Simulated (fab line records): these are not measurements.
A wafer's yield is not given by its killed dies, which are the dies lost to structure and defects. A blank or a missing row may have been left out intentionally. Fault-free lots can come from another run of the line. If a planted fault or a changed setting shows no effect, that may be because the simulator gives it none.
Which tool did it? -- flow sky130 -- Sampling: 12 lots, 35 wafers, 6 of 708 route steps

== WHAT EACH GAUGE READ, for each wafer ==
No reading from a measuring or inspecting step in the record can be judged against a usual standard deviation.

== EACH LOT AND THE TOOL THAT RAN IT (in order: tool; ch and the chambers of the sampled wafers; start) ==
lot,SKY_VIA4_COAT_06,SKY_VIA4_STRIP_13,SKY_VIA4_CVD_18,SKY_METAL5_SPUTTER_01,SKY_METAL5_SPUTTER_04,SKY_PAD_OPEN_PROBE_99
L762,"litho track-03 ch 0, day 42 12:11","plasma asher-01 ch 0,1, day 43 00:23","cvd w-02 ch 0,1, day 43 01:02","pvd sputter-04, day 43 01:41","pvd sputter-04, day 43 01:47","prober-01, day 45 23:29"
L763,"litho track-01 ch 0, day 42 17:44","plasma asher-02 ch 0,1, day 43 05:25","cvd w-02 ch 0,1, day 43 06:05","pvd sputter-04, day 43 06:42","pvd sputter-04, day 43 06:47","prober-02, day 46 03:47"
L764,"litho track-01 ch 0, day 42 21:25","plasma asher-01 ch 0,1, day 43 08:22","cvd w-02 ch 0,1, day 43 09:05","pvd sputter-03, day 43 09:47","pvd sputter-03, day 43 09:52","prober-01, day 46 08:14"
L765,"litho track-02 ch 0, day 43 00:44","plasma asher-01 ch 0,1, day 43 12:38","cvd w-01 ch 0,1, day 43 13:17","pvd sputter-01, day 43 13:56","pvd sputter-01, day 43 14:02","prober-02, day 46 09:53"
L767,"litho track-02 ch 0, day 44 01:37","plasma asher-02 ch 1, day 44 12:59","cvd w-01 ch 0, day 44 13:38","pvd sputter-04, day 44 14:17","pvd sputter-04, day 44 14:23","prober-02, day 47 08:05"
L776,"litho track-02 ch 0, day 46 08:31","plasma asher-02 ch 0, day 46 19:10","cvd w-01 ch 0, day 46 19:50","pvd sputter-03, day 46 20:32","pvd sputter-03, day 46 20:37","prober-01, day 49 09:07"
L777,"litho track-02 ch 0, day 46 10:31","plasma asher-02 ch 0,1, day 46 20:38","cvd w-02 ch 0,1, day 46 21:17","pvd sputter-01, day 46 21:57","pvd sputter-01, day 46 22:04","prober-02, day 49 10:40"
L778,"litho track-01 ch 0, day 46 19:23","plasma asher-04 ch 0,1, day 47 05:23","cvd w-02 ch 0,1, day 47 06:02","pvd sputter-03, day 47 06:42","pvd sputter-03, day 47 06:47","prober-01, day 49 19:05"
L779,"litho track-03 ch 0, day 46 23:03","plasma asher-04 ch 0,1, day 47 09:34","cvd w-01 ch 0,1, day 47 10:14","pvd sputter-03, day 47 10:51","pvd sputter-03, day 47 10:58","prober-02, day 49 20:58"
L783,"litho track-01 ch 0, day 47 22:19","plasma asher-02 ch 0,1, day 48 08:19","cvd w-01 ch 0,1, day 48 08:59","pvd sputter-03, day 48 09:35","pvd sputter-03, day 48 09:41","prober-01, day 50 16:16"
L784,"litho track-01 ch 0, day 47 23:41","plasma asher-04 ch 1, day 48 10:05","cvd w-02 ch 0,1, day 48 10:54","pvd sputter-03, day 48 11:36","pvd sputter-03, day 48 11:41","prober-02, day 50 18:23"
L785,"litho track-03 ch 0, day 48 05:19","plasma asher-02 ch 0,1, day 48 14:52","cvd w-01 ch 0,1, day 48 15:32","pvd sputter-04, day 48 16:34","pvd sputter-04, day 48 16:39","prober-01, day 50 22:08"
- SKY_VIA4_COAT_06: resist thk 1140 nm.
- SKY_VIA4_STRIP_13: strips in O2/N2.
- SKY_VIA4_CVD_18: deposits W, target thk 505 nm, time 152.14 s.
- SKY_METAL5_SPUTTER_01: material TiN, target thk 20 nm, time 16.7 s.
- SKY_METAL5_SPUTTER_04: material TiN, target thk 70 nm, time 58.3 s.
- SKY_PAD_OPEN_PROBE_99

== WHAT THE TOOLS THEMSELVES READ (means of the sampled wafers that have a number; where no wafer has one, the mark that the record gives instead) ==
SKY_VIA4_STRIP_13. Usual: drypump motor current A 5.5 A, standard deviation 0.4; oes product au 0.709 a.u., standard deviation 0.0049; strip time to endpoint s 12.84 s, standard deviation 0.045.
lot,tool,drypump motor current A (A),oes product au (a.u.),strip time to endpoint s (s),flag
L762,plasma asher-01,5.8,0.709,12.88,
L763,plasma asher-02,5.4,0.709,12.85,
L764,plasma asher-01,5.8,0.712,12.81,
L765,plasma asher-01,5.8,0.704,12.81,
L767,plasma asher-02,5.4,0.706,12.84,
L776,plasma asher-02,5.5,0.709,12.54,OFF
L777,plasma asher-02,5.5,0.709,12.53,OFF
L778,plasma asher-04,5.3,0.711,12.85,
L779,plasma asher-04,5.3,0.715,12.88,
L783,plasma asher-02,5.5,0.708,12.79,
L784,plasma asher-04,5.3,0.708,12.83,
L785,plasma asher-02,5.4,0.712,12.93,

SKY_VIA4_CVD_18. Usual: heater power outer w 538 W, standard deviation 71; heater power w 867 W, standard deviation 87.
lot,tool,heater power outer w (W),heater power w (W),flag
L762,cvd w-02,571,882,
L763,cvd w-02,614,951,
L764,cvd w-02,614,941,
L765,cvd w-01,488,810,
L767,cvd w-01,473,834,
L776,cvd w-01,486,836,
L777,cvd w-02,620,947,
L778,cvd w-02,565,883,
L779,cvd w-01,492,814,
L783,cvd w-01,488,823,
L784,cvd w-02,565,889,
L785,cvd w-01,481,832,

SKY_METAL5_SPUTTER_01. Usual: throttle valve pct at 30.2 %, with a standard deviation of 1.1.
lot,tool,throttle valve pct (%),flag
L762,pvd sputter-04,30.4,
L763,pvd sputter-04,30.6,
L764,pvd sputter-03,30.3,
L765,pvd sputter-01,29.6,
L767,pvd sputter-04,31.4,
L776,pvd sputter-03,30.4,
L777,pvd sputter-01,29.7,
L778,pvd sputter-03,29.7,
L779,pvd sputter-03,29.7,
L783,pvd sputter-03,30.7,
L784,pvd sputter-03,30.3,
L785,pvd sputter-04,30.9,

SKY_METAL5_SPUTTER_04. Usual: throttle valve pct at 30.2 %, with a standard deviation of 1.1.
lot,tool,throttle valve pct (%),flag
L762,pvd sputter-04,30.4,
L763,pvd sputter-04,30.4,
L764,pvd sputter-03,30.2,
L765,pvd sputter-01,29.6,
L767,pvd sputter-04,31.6,
L776,pvd sputter-03,30.4,
L777,pvd sputter-01,29.7,
L778,pvd sputter-03,29.7,
L779,pvd sputter-03,29.7,
L783,pvd sputter-03,30.6,
L784,pvd sputter-03,30.3,
L785,pvd sputter-04,30.8,

SKY_PAD_OPEN_PROBE_99. Usual: defect limited yield 82.9 %, standard deviation 1.7; killed_at_M0_to_M3 42, standard deviation 6.1; killed_at_M4_up 3.4, standard deviation 2; killed at contacts 23, standard deviation 4.8; killed at front end 15, standard deviation 3.8; killed at other 0.3, standard deviation 0.48; killed dies 84, standard deviation 8.5; killed open 46, standard deviation 6.8; killed short 38, standard deviation 6.2; sort_bin_3_pad_short 0.8 %, standard deviation 0.42; sort_bin_5_function 10.1 %, standard deviation 1.4; sort_bin_6_memory 6.2 %, standard deviation 0.99; sort n pass 408, standard deviation 8.5; sort yield pct 82.9 %, standard deviation 1.7.
lot,tool,defect limited yield (%),killed_at_M0_to_M3,killed_at_M4_up,killed at contacts,killed at front end,killed at other,killed dies,killed open,killed short,sort_bin_3_pad_short (%),sort_bin_5_function (%),sort_bin_6_memory (%),sort n pass,sort yield pct (%),flag
L762,prober-01,82.8,40,2.3,26,15,0.7,84,47,36,1.0,9.4,6.7,408,82.8,
L763,prober-02,82.4,42,3.7,24,17,0.0,87,50,36,1.0,10.0,6.6,405,82.4,
L764,prober-01,82.7,42,3.0,25,15,0.0,85,47,38,1.0,11.3,5.0,407,82.7,
L765,prober-02,82.4,40,4.0,23,18,0.7,87,49,38,0.6,10.4,6.6,405,82.4,
L767,prober-02,82.5,43,3.3,26,13,0.0,86,50,36,0.9,10.8,5.8,406,82.5,
L776,prober-01,83.0,44,3.0,22,14,0.0,84,45,38,0.4,10.4,6.2,408,83.0,
L777,prober-02,83.5,36,1.7,23,19,1.3,81,44,36,0.7,9.9,5.9,411,83.5,
L778,prober-01,83.2,40,3.3,24,15,0.0,83,45,37,0.6,9.5,6.6,409,83.2,
L779,prober-02,83.7,42,3.0,20,15,0.0,80,44,37,0.8,9.2,6.3,412,83.7,
L783,prober-01,80.8,45,4.7,28,16,0.0,94,52,42,0.7,11.9,6.6,398,80.8,
L784,prober-02,83.0,40,2.3,26,15,0.0,84,41,42,0.9,10.1,6.0,408,83.0,
L785,prober-01,83.7,36,4.0,26,14,0.0,80,49,31,0.4,9.6,6.3,412,83.7,

== THE ANSWER, worked out from the rows above alone ==
Rule: lot off if the mean of its wafers having a number is beyond 3 standard deviations from the usual mean. A lot without any number at a reading at which 4 lots or more have one is off too. Where the step has rows for the other lots, those lots are counted as sound. The gauges are gone through in route order, then the tools' own readings, and for those a lot's mean is taken as printed above. At the first step where some lot is off, the reading lying furthest off is the one used; lots without a number count as furthest.
Off at SKY_VIA4_STRIP_13 (strip time to endpoint s): L776, L777.
If a tool, at that step or one of the process steps before it, ran each lot that is off and ran no sound lot following the first of them, it fits. One fits: litho track-02 at SKY_VIA4_COAT_06. Its last sound lot is L767 (day 44 01:37), its first lot that is off L776 (day 46 08:31): a fault that began between those two fits.

== WHAT WAS PUT IN BY THE SIMULATOR ==
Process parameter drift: litho track-02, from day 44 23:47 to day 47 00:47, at SKY_VIA4_COAT_06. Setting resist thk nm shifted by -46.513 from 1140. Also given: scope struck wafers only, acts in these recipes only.
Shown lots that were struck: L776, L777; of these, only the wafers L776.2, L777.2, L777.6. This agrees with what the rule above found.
